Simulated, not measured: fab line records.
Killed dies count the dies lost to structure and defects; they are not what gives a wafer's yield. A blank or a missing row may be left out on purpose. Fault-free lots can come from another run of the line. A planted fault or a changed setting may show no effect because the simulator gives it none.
Which tool is to blame? / flow gf180mcu / Sampling: 14 lots, 42 wafers, 5 of 602 route steps

## WHAT THE GAUGES SHOWED, per wafer
GF_DUAL_GATE_THK_MEAS_03.
lot=L398; measured=day 7 06:26; on=film_metro-03; DUAL_GATE_OXIDATION_00_THK (nm)=10.78 10.90 10.69
lot=L399; measured=day 8 06:03; on=film_metro-02; DUAL_GATE_OXIDATION_00_THK (nm)=11.12 11.04 11.05
lot=L400; measured=day 8 17:14; on=film_metro-03; DUAL_GATE_OXIDATION_00_THK (nm)=10.86 10.73 10.77
lot=L401; measured=day 8 18:50; on=film_metro-02; DUAL_GATE_OXIDATION_00_THK (nm)=11.12 11.02 11.00
lot=L402; measured=day 9 06:31; on=film_metro-03; DUAL_GATE_OXIDATION_00_THK (nm)=11.12 10.88 10.85
lot=L403; measured=day 9 15:53; on=film_metro-03; DUAL_GATE_OXIDATION_00_THK (nm)=10.68 10.90 10.76
lot=L404; measured=day 9 18:41; on=film_metro-03; DUAL_GATE_OXIDATION_00_THK (nm)=10.63 10.55 10.60
lot=L405; measured=day 9 20:09; on=film_metro-04; DUAL_GATE_OXIDATION_00_THK (nm)=10.67 10.69 10.94
lot=L406; measured=day 10 04:17; on=film_metro-04; DUAL_GATE_OXIDATION_00_THK (nm)=10.58 10.61 10.50
lot=L407; measured=day 10 05:43; on=film_metro-03; DUAL_GATE_OXIDATION_00_THK (nm)=10.92 10.99 10.89
lot=L408; measured=day 10 21:05; on=film_metro-02; DUAL_GATE_OXIDATION_00_THK (nm)=10.14 10.27 10.44
lot=L409; measured=day 11 00:58; on=film_metro-03; DUAL_GATE_OXIDATION_00_THK (nm)=10.36 10.33 10.45
lot=L415; measured=day 12 12:05; on=film_metro-02; DUAL_GATE_OXIDATION_00_THK (nm)=10.55 10.53 10.39
lot=L416; measured=day 13 00:19; on=film_metro-02; DUAL_GATE_OXIDATION_00_THK (nm)=10.39 10.30 10.15

GF_POLY_GATE_OVL_MEAS_11.
lot=L398; measured=day 8 18:45; on=overlay-02; POLY_GATE_OVL (nm)=4 1 1
lot=L399; measured=day 9 20:21; on=overlay-02; POLY_GATE_OVL (nm)=2 7 6
lot=L400; measured=day 10 08:33; on=overlay-01; POLY_GATE_OVL (nm)=3 -4 -3
lot=L401; measured=day 10 09:17; on=overlay-02; POLY_GATE_OVL (nm)=3 0 -3
lot=L402; measured=day 10 20:50; on=overlay-01; POLY_GATE_OVL (nm)=-4 -11 -6
lot=L403; measured=day 11 08:30; on=overlay-02; POLY_GATE_OVL (nm)=11 1 3
lot=L404; measured=day 11 11:37; on=overlay-01; POLY_GATE_OVL (nm)=-5 -2 -9
lot=L405; measured=day 11 11:16; on=overlay-02; POLY_GATE_OVL (nm)=12 5 5
lot=L406; measured=day 11 20:46; on=overlay-02; POLY_GATE_OVL (nm)=2 -2 -1
lot=L407; measured=day 11 21:06; on=overlay-01; POLY_GATE_OVL (nm)=-2 -5 0
lot=L408; measured=day 12 13:43; on=overlay-01; POLY_GATE_OVL (nm)=-5 -6 -3
lot=L409; measured=day 12 16:46; on=overlay-02; POLY_GATE_OVL (nm)=-3 -7 -3
lot=L415; measured=day 14 07:48; on=overlay-02; POLY_GATE_OVL (nm)=-8 -6 -6
lot=L416; measured=day 14 20:34; on=overlay-01; POLY_GATE_OVL (nm)=4 -1 4

GF_HV_LDD_OVL_MEAS_20.
lot=L398; measured=day 10 09:10; on=overlay-02; HV_LDD_01_OVL (nm)=2.5 1.9 1.2
lot=L399; measured=day 11 09:10; on=overlay-01; HV_LDD_01_OVL (nm)=2.7 2.6 3.2
lot=L400; measured=day 11 23:24; on=overlay-02; HV_LDD_01_OVL (nm)=0.3 0.6 0.4
lot=L401; measured=day 12 01:21; on=overlay-01; HV_LDD_01_OVL (nm)=0.8 2.1 1.0
lot=L402; measured=day 12 13:09; on=overlay-02; HV_LDD_01_OVL (nm)=1.6 2.0 2.4
lot=L403; measured=day 12 23:47; on=overlay-01; HV_LDD_01_OVL (nm)=0.3 -0.8 -1.8
lot=L404; measured=day 13 03:27; on=overlay-02; HV_LDD_01_OVL (nm)=1.8 0.4 1.9
lot=L405; measured=day 13 02:28; on=overlay-01; HV_LDD_01_OVL (nm)=-1.7 0.2 -0.3
lot=L406; measured=day 13 14:49; on=overlay-01; HV_LDD_01_OVL (nm)=0.4 -0.8 -0.7
lot=L407; measured=day 13 16:04; on=overlay-02; HV_LDD_01_OVL (nm)=0.9 -0.1 -0.4
lot=L408; measured=day 14 08:46; on=overlay-01; HV_LDD_01_OVL (nm)=-2.4 -2.3 -1.7
lot=L409; measured=day 14 17:43; on=overlay-01; HV_LDD_01_OVL (nm)=-1.3 -1.2 -0.8
lot=L415; measured=day 16 04:20; on=overlay-02; HV_LDD_01_OVL (nm)=1.1 1.5 1.2
lot=L416; measured=day 16 18:01; on=overlay-02; HV_LDD_01_OVL (nm)=0.0 -0.6 -0.5

GF_HV_LDD_TW_MEAS_23.
lot=L398; measured=day 10 09:26; on=film_metro-04; HV_LDD_2_TW=1059 1060 1063
lot=L399; measured=day 11 09:27; on=film_metro-01; HV_LDD_2_TW=1043 1033 1042
lot=L400; measured=day 11 23:41; on=film_metro-03; HV_LDD_2_TW=1072 1068 1068
lot=L401; measured=day 12 01:38; on=film_metro-04; HV_LDD_2_TW=1063 1063 1059
lot=L402; measured=day 12 13:26; on=film_metro-03; HV_LDD_2_TW=1074 1074 1075
lot=L403; measured=day 13 00:05; on=film_metro-04; HV_LDD_2_TW=1056 1050 1047
lot=L404; measured=day 13 03:44; on=film_metro-04; HV_LDD_2_TW=1056 1046 1051
lot=L405; measured=day 13 02:46; on=film_metro-01; HV_LDD_2_TW=1038 1038 1043
lot=L406; measured=day 13 15:06; on=film_metro-03; HV_LDD_2_TW=1065 1062 1071
lot=L407; measured=day 13 16:20; on=film_metro-03; HV_LDD_2_TW=1071 1072 1076
lot=L408; measured=day 14 09:03; on=film_metro-03; HV_LDD_2_TW=1069 1077 1071
lot=L409; measured=day 14 17:59; on=film_metro-04; HV_LDD_2_TW=1060 1054 1062
lot=L415; measured=day 16 04:38; on=film_metro-01; HV_LDD_2_TW=1113 1108 1113
lot=L416; measured=day 16 18:19; on=film_metro-01; HV_LDD_2_TW=1109 1108 1115

## TOOL THAT RAN EACH LOT (tool first, then ch and the chambers of the sampled wafers, then the start)
lot=L398; GF_HV_LDD_IMPLANT_21=implanter-01 ch 0, day 10 09:11
lot=L399; GF_HV_LDD_IMPLANT_21=implanter-04 ch 0, day 11 09:13
lot=L400; GF_HV_LDD_IMPLANT_21=implanter-01 ch 0, day 11 23:26
lot=L401; GF_HV_LDD_IMPLANT_21=implanter-01 ch 0, day 12 01:23
lot=L402; GF_HV_LDD_IMPLANT_21=implanter-04 ch 0, day 12 13:11
lot=L403; GF_HV_LDD_IMPLANT_21=implanter-04 ch 0, day 12 23:50
lot=L404; GF_HV_LDD_IMPLANT_21=implanter-04 ch 0, day 13 03:29
lot=L405; GF_HV_LDD_IMPLANT_21=implanter-01 ch 0, day 13 02:32
lot=L406; GF_HV_LDD_IMPLANT_21=implanter-01 ch 0, day 13 14:53
lot=L407; GF_HV_LDD_IMPLANT_21=implanter-02 ch 0, day 13 16:05
lot=L408; GF_HV_LDD_IMPLANT_21=implanter-02 ch 0, day 14 08:50
lot=L409; GF_HV_LDD_IMPLANT_21=implanter-01 ch 0, day 14 17:44
lot=L415; GF_HV_LDD_IMPLANT_21=implanter-01 ch 0, day 16 04:23
lot=L416; GF_HV_LDD_IMPLANT_21=implanter-01 ch 0, day 16 18:06
- GF_HV_LDD_IMPLANT_21

## AS READ BY THE TOOLS THEMSELVES (means over the sampled wafers that have a number; for cases with no such wafer, the mark the record gives instead)
GF_HV_LDD_IMPLANT_21.
lot=L398 tool=implanter-01 beam_energy_keV=25.000
lot=L399 tool=implanter-04 beam_energy_keV=24.999
lot=L400 tool=implanter-01 beam_energy_keV=25.003
lot=L401 tool=implanter-01 beam_energy_keV=25.005
lot=L402 tool=implanter-04 beam_energy_keV=24.998
lot=L403 tool=implanter-04 beam_energy_keV=25.004
lot=L404 tool=implanter-04 beam_energy_keV=25.004
lot=L405 tool=implanter-01 beam_energy_keV=25.002
lot=L406 tool=implanter-01 beam_energy_keV=25.004
lot=L407 tool=implanter-02 beam_energy_keV=25.003
lot=L408 tool=implanter-02 beam_energy_keV=25.001
lot=L409 tool=implanter-01 beam_energy_keV=25.005
lot=L415 tool=implanter-01 beam_energy_keV=32.396
lot=L416 tool=implanter-01 beam_energy_keV=32.391

## THE ANSWER, worked out from the rows above alone
Rule: the usual values come from the lots themselves. Put in order of their means at a reading, lots are off if they are a third of the lots or fewer, leave a main group of 4 or more, and stand apart from it by a gap of 3 or more times the standard deviation of the main group's means; of several such gaps the widest counts. If all means in a main group match to the digits the tables above print for the reading, that group is not used. A lot without any number at a reading at which 4 lots or more have one is off too. All remaining lots with rows at the step are treated as sound. The gauges are gone through in route order, then the tools' own readings, and for those a lot's mean is taken as printed above. At the first step where some lot is off, the reading lying furthest off is the one used; lots without a number count as furthest.
Off: L415, L416, at GF_HV_LDD_TW_MEAS_23 (HV_LDD_2_TW). For the main group the mean is 1060 and the standard deviation 12.
A tool fits if, at a process step before that reading, it ran every lot that is off, and no sound lot after the first of them. The gauges at GF_HV_LDD_TW_MEAS_23 aren't tried: what is off there is off at GF_HV_LDD_IMPLANT_21 too, on other tools, and a gauge's error can't cause that. One fits: GF_HV_LDD_IMPLANT_21 on implanter-01. Its last sound lot is L409 (day 14 17:44), its first lot that is off L415 (day 16 04:23): a fault that began between those two fits.
The tool's own readings at GF_HV_LDD_IMPLANT_21 bear it out: on the lots that are off they differ by more than 5 times the standard deviation of the sound lots' means. beam_energy_keV reads 32.394 there against 25.002 on the sound lots.

## WHAT HAD BEEN PUT IN BY THE SIMULATOR
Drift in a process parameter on implanter-01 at GF_HV_LDD_IMPLANT_21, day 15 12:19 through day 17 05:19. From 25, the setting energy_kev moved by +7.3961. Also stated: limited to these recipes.
Struck lots among those shown: L415, L416. The same result came from the rule above.
